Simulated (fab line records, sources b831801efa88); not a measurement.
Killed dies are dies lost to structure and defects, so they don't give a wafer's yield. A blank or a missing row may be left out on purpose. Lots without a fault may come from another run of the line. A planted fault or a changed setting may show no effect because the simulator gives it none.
Tool commonality check | flow gf180mcu | 13 lots, 39 wafers sampled

WHY IT WAS OPENED
At GF_NWELL_TW_MEAS_11 the reading NWELL_TW is flagged on 2 of 13 lots. Wafers without a fault read 1578, standard deviation 12.
Rule: a lot is flagged when every wafer of it that has a number lies more than 4 standard deviations from that mean, or none has a number. The other lots count as sound.

lot  | measured    | on            | NWELL_TW, wafer by wafer | flag
L940 | day 3 07:13 | film_metro-03 | 1573 1574 1576           |
L941 | day 3 13:10 | film_metro-04 | 1596 1601 1599           |
L942 | day 3 20:28 | film_metro-04 | 1590 1589 1604           |
L943 | day 4 00:28 | film_metro-04 | 1590 1597 1599           |
L944 | day 4 06:13 | film_metro-01 | 1582 1577 1568           |
L946 | day 4 16:06 | film_metro-03 | 1923 1922 1910           | FLAGGED
L948 | day 5 09:58 | film_metro-03 | 1593 1585 1582           |
L952 | day 6 04:56 | film_metro-04 | 1952 1948 1963           | FLAGGED
L957 | day 7 05:29 | film_metro-01 | 1565 1580 1582           |
L958 | day 7 09:13 | film_metro-03 | 1573 1585 1582           |
L960 | day 7 22:57 | film_metro-03 | 1583 1581 1584           |
L962 | day 8 10:37 | film_metro-01 | 1566 1567 1568           |
L963 | day 8 15:10 | film_metro-01 | 1563 1562 1571           |
The numbers of the flagged lots are 1936 on average: +358 against the usual, or +30 standard deviations.

WHICH TOOL RAN EACH LOT
The record holds 1 process step before the reading, out of a route of 602 steps. In each cell: the tool, then ch and the chambers that the sampled wafers went through, then the start.
lot  | flag    | GF_NWELL_IMPLANT_08
L940 |         | implanter-02 ch 0, day 3 06:50
L941 |         | implanter-02 ch 0, day 3 12:46
L942 |         | implanter-02 ch 0, day 3 20:04
L943 |         | implanter-03 ch 0, day 4 00:04
L944 |         | implanter-04 ch 0, day 4 05:50
L946 | FLAGGED | implanter-04 ch 0, day 4 15:25
L948 |         | implanter-02 ch 0, day 5 09:35
L952 | FLAGGED | implanter-03 ch 0, day 6 04:13
L957 |         | implanter-04 ch 0, day 7 05:05
L958 |         | implanter-02 ch 0, day 7 08:51
L960 |         | implanter-04 ch 0, day 7 22:33
L962 |         | implanter-02 ch 0, day 8 10:14
L963 |         | implanter-04 ch 0, day 8 14:48
What these steps do:
- GF_NWELL_IMPLANT_08
- GF_NWELL_TW_MEAS_11

FLAGGED OVER TOTAL, TOOL BY TOOL (the gauges that took the reading come last)
step                | tool          | lots run | flagged | share of the flagged lots | sound lots run after its first flagged lot
GF_NWELL_IMPLANT_08 | implanter-02  | 6        | 0       | none                      | -
GF_NWELL_IMPLANT_08 | implanter-03  | 2        | 1       | some                      | 0
GF_NWELL_IMPLANT_08 | implanter-04  | 5        | 1       | some                      | 3 (L957,L960,L963)
GF_NWELL_TW_MEAS_11 | film_metro-01 | 4        | 0       | none                      | -
GF_NWELL_TW_MEAS_11 | film_metro-03 | 5        | 1       | some                      | 3 (L948,L958,L960)
GF_NWELL_TW_MEAS_11 | film_metro-04 | 4        | 1       | some                      | 0

WHAT THE TABLE ALLOWS
No row of the table ran every flagged lot.

WHAT THE SIMULATOR HAD PUT IN
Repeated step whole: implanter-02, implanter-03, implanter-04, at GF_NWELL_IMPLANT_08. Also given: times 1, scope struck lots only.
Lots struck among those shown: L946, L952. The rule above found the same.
